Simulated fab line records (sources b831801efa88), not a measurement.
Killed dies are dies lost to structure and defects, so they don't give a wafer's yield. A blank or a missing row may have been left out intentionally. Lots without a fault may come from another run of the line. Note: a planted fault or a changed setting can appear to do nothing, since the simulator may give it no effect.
A lot that was struck, set against a sound lot + flow sky130 + 19 out of 708 route steps
Sound: the wafers L733.1, L733.2, L733.5. The struck wafers were L743.1, L743.4, L743.5. At the end, the cause is stated.
Order at every step that has rows: each side's tool, ch and its chambers, its first start. Under that, the readings that differ: sound wafers + struck wafers + difference of the means + sigmas: that difference in standard deviations of wafers without a fault.
alike: readings with means less than 2 such deviations apart, plus words and numbers identical on both sides. not compared: withheld readings, readings lacking a value on some wafer, bounds such as >300 that could conceal the same value, and numbers that have no deviation in the record and whose values overlap.
The two part at a step that has a row with sigmas, a row that says differs or no value, or rows on one side only. When numbers do not overlap yet have no deviation, they are printed without sigmas and do not part them. A reading missing from all wafers of one side parts the sides only when that side holds two or more wafers.

first, 2 steps without rows for these wafers: SKY_GATE_OXIDE_IMPLANT_11; SKY_GATE_OXIDE_WET_ETCH_12 (etches SiO2 in dHF, target depth 16.8 nm, time 336 s).
SKY_GATE_OXIDE_STRIP_13: strips in O2/N2.
  sound on plasma asher-01 ch 0,1, day 14 13:08; struck on plasma asher-03 ch 0,1, day 18 05:17
| reading                      | sound             | struck            | difference | sigmas |
|------------------------------|-------------------|-------------------|------------|--------|
| strip time to endpoint s (s) | 14.18 14.12 14.16 | 14.25 14.21 14.22 | +0.07      | +2     |
  alike: drypump motor current A, oes product au
  not compared: rf hours counter h
SKY_GATE_OXIDE_TW_MEAS_14:
  sound: film metro-04 at day 14 13:14; struck: film metro-04 at day 18 05:23
  alike: GATE_OXIDE_TW
then, 3 steps without rows for these wafers: SKY_GATE_OXIDE_CLEAN_15 (cleans in SC1/SC2, time 150 s); SKY_GATE_OXIDE_OXIDATION_16 (stabilise 600 s, purge 300 s, target thk 3.57 nm); SKY_POLY_GATE_CVD_00 (deposits poly-Si, target thk 180 nm, time 720 s).
SKY_POLY_GATE_THK_MEAS_01:
  sound: film metro-03 at day 14 19:35; struck: film metro-02 at day 18 08:37
| reading                   | sound             | struck            | difference | sigmas |
|---------------------------|-------------------|-------------------|------------|--------|
| POLY_GATE_CVD_00_THK (nm) | 177.6 178.5 177.7 | 182.4 181.5 180.6 | +3.6       | +2     |
then, 4 steps without rows for these wafers: SKY_RES_PROTECT_DEHYDRATE_00 (time 60 s); SKY_RES_PROTECT_HMDS_01 (prime time 60 s); SKY_RES_PROTECT_COAT_02 (resist thk 1140 nm); SKY_RES_PROTECT_SOFTBAKE_03 (time 60 s).
SKY_RES_PROTECT_EXPOSE_04: exposes mask RPM, target cd 1270 nm.
  sound on iline stepper-02 ch 0, day 15 09:29; struck on iline stepper-02 ch 0, day 19 00:08
| reading | sound             | struck               | difference | sigmas |
|---------|-------------------|----------------------|------------|--------|
| mask    | RPM#0 RPM#0 RPM#0 | TUNM#0 TUNM#0 TUNM#0 | differs    |        |
  alike: focus offset nm
then, 3 steps without rows for these wafers: SKY_RES_PROTECT_PEB_05; SKY_RES_PROTECT_DEVELOP_06 (develop time 60 s); SKY_POLY_GATE_IMPLANT_02.
SKY_RES_PROTECT_STRIP_07: strips in O2/N2.
  sound on plasma asher-03 ch 0,1, day 15 22:53; struck on plasma asher-04 ch 0,1, day 19 15:09
  alike: drypump motor current A, oes product au, strip time to endpoint s
  not compared: rf hours counter h
SKY_RES_PROTECT_TW_MEAS_08:
  sound: film metro-03 at day 15 22:59; struck: film metro-02 at day 19 15:15
| reading      | sound          | struck   | difference | sigmas      |
|--------------|----------------|----------|------------|-------------|
| POLY_GATE_TW | 4106 4100 4109 | 30 30 30 | -4075      | -99 or more |
then, 1 step without rows for these wafers: SKY_RES_PROTECT_CLEAN_09 (cleans in SC1/SC2, time 150 s).

== WHERE THEY PART ==
Last at SKY_RES_PROTECT_TW_MEAS_08 as far as this record goes, first at SKY_GATE_OXIDE_STRIP_13.

WHY: what had been put in by the simulator
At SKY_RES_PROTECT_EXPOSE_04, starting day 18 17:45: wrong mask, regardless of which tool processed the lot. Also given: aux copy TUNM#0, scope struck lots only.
